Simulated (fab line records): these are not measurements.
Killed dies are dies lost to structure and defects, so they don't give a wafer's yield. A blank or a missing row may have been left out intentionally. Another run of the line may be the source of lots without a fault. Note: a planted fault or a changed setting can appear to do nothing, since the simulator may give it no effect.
Which tool is to blame?    flow gf180mcu    Sampling: 14 lots, 42 wafers, 3 of 602 route steps

== WHAT THE GAUGES SHOWED, per wafer ==
GF_M4_THK_MEAS_06: measures by xrf.
lot   measured      on            M4_ALCU_THK (nm)
L271  day 22 07:44  filmMetro-02  431 440 431
L272  day 22 21:09  filmMetro-04  450 454 453
L273  day 22 23:28  filmMetro-04  445 439 443
L275  day 24 04:35  filmMetro-02  436 442 444
L277  day 25 00:35  filmMetro-03  443 452 440
L279  day 25 07:33  filmMetro-03  445 446 443
L281  day 26 04:18  filmMetro-02  438 444 444
L283  day 26 17:41  filmMetro-03  440 437 439
L284  day 26 21:24  filmMetro-03  456 457 454
L286  day 27 18:52  filmMetro-03  444 433 437
L288  day 28 06:19  filmMetro-04  443 444 450
L290  day 28 21:33  filmMetro-03  448 453 445
L291  day 29 03:54  filmMetro-03  432 429 436
L294  day 29 21:27  filmMetro-04  447 446 446

== TOOL THAT RAN EACH LOT (tool first, then ch and the chambers of the sampled wafers, then the start) ==
lot   GF_HV_LDD_HMDS_13                 GF_M3_STRIP_17
L271  lithoTrack-04 ch 0, day 10 10:10  plasmaAsher-04 ch 0, day 21 05:59
L272  lithoTrack-04 ch 0, day 10 16:01  plasmaAsher-02 ch 0,1, day 21 18:49
L273  lithoTrack-01 ch 0, day 10 19:18  plasmaAsher-02 ch 0,1, day 21 20:47
L275  lithoTrack-02 ch 0, day 11 19:21  plasmaAsher-01 ch 0,1, day 23 03:08
L277  lithoTrack-01 ch 0, day 12 11:39  plasmaAsher-04 ch 0,1, day 23 23:38
L279  lithoTrack-02 ch 0, day 12 19:45  plasmaAsher-04 ch 0, day 24 06:10
L281  lithoTrack-04 ch 0, day 13 15:22  plasmaAsher-04 ch 0,1, day 25 04:53
L283  lithoTrack-02 ch 0, day 14 05:47  plasmaAsher-01 ch 0,1, day 25 18:26
L284  lithoTrack-02 ch 0, day 14 07:30  plasmaAsher-01 ch 0,1, day 25 21:11
L286  lithoTrack-04 ch 0, day 15 03:37  plasmaAsher-01 ch 0,1, day 26 19:13
L288  lithoTrack-04 ch 0, day 15 17:13  plasmaAsher-02 ch 0,1, day 27 07:52
L290  lithoTrack-01 ch 0, day 16 12:07  plasmaAsher-01 ch 0,1, day 27 23:41
L291  lithoTrack-04 ch 0, day 16 20:31  plasmaAsher-01 ch 0,1, day 28 05:41
L294  lithoTrack-01 ch 0, day 17 15:33  plasmaAsher-02 ch 0, day 28 23:05
- GF_HV_LDD_HMDS_13: prime time 60 s.
- GF_M3_STRIP_17: strips in O2/N2.

== WHAT THE TOOLS THEMSELVES READ (means of the sampled wafers that have a number; where no wafer has one, the mark that the record gives instead) ==
GF_HV_LDD_HMDS_13.
lot   tool           primeTempC (C)  resistLineTempC (C)
L271  lithoTrack-04  120.16          23.02
L272  lithoTrack-04  120.01          23.06
L273  lithoTrack-01  119.99          22.87
L275  lithoTrack-02  119.86          22.94
L277  lithoTrack-01  119.96          23.04
L279  lithoTrack-02  120.09          22.86
L281  lithoTrack-04  119.92          23.02
L283  lithoTrack-02  127.09          23.06
L284  lithoTrack-02  126.95          22.96
L286  lithoTrack-04  120.00          22.88
L288  lithoTrack-04  119.91          22.88
L290  lithoTrack-01  120.12          23.13
L291  lithoTrack-04  120.05          23.18
L294  lithoTrack-01  120.18          23.04

GF_M3_STRIP_17.
lot   tool            drypumpMotorCurrentA (A)  heaterPowerW (W)  oesProductAu (a.u.)  stripTimeToEndpointS (s)
L271  plasmaAsher-04  5.7                       340               0.562                7.85
L272  plasmaAsher-02  6.0                       287               0.556                7.83
L273  plasmaAsher-02  5.9                       287               0.555                7.92
L275  plasmaAsher-01  5.8                       335               0.561                7.97
L277  plasmaAsher-04  5.3                       285               0.560                7.88
L279  plasmaAsher-04  5.7                       342               0.565                7.84
L281  plasmaAsher-04  5.5                       308               0.560                7.93
L283  plasmaAsher-01  5.8                       334               0.555                7.82
L284  plasmaAsher-01  6.1                       331               0.553                7.84
L286  plasmaAsher-01  6.1                       332               0.558                7.89
L288  plasmaAsher-02  5.9                       287               0.552                7.81
L290  plasmaAsher-01  6.1                       332               0.563                7.89
L291  plasmaAsher-01  6.0                       335               0.559                7.88
L294  plasmaAsher-02  6.1                       282               0.555                7.88

== THE ANSWER, worked out from the rows above alone ==
Rule: the usual values come from the lots themselves. The widest of any qualifying gaps counts: lots, ordered by their means at a reading, are off when they make up no more than a third of the lots, leave a main group of 4 or more, and stand apart from it by 3 or more times the standard deviation of that group's means. Not used: any main group whose means are identical at the precision the tables above print for the reading. A lot without any number at a reading at which 4 lots or more have one is off too. Any other lot the step has rows for is counted as sound. Order of review: gauges by route order, followed by the tools' own readings, for which a lot's mean as printed above is used. At the first step where some lot is off, the reading lying furthest off is the one used; lots without a number count as furthest.
Off, at GF_HV_LDD_HMDS_13 on primeTempC: L283, L284. For the main group the mean is 120.02 C and the standard deviation 0.097.
If a tool, at that step or one of the process steps before it, ran each lot that is off and ran no sound lot following the first of them, it fits. One candidate fits, namely lithoTrack-02 at GF_HV_LDD_HMDS_13. A fault onset in the window from L279 (day 12 19:45, its last sound lot) to L283 (day 14 05:47, its first lot off) fits.
On the lots that are off, the tool's own readings at GF_HV_LDD_HMDS_13 differ by more than 5 times the standard deviation of the sound lots' means, which bears it out; primeTempC reads 127.02 C there versus 120.02 C on the sound lots.

== WHAT WAS PUT IN BY THE SIMULATOR ==
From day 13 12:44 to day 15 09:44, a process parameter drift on lithoTrack-02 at GF_HV_LDD_HMDS_13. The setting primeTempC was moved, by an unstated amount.
Shown lots that were struck: L283, L284. The same result came from the rule above.
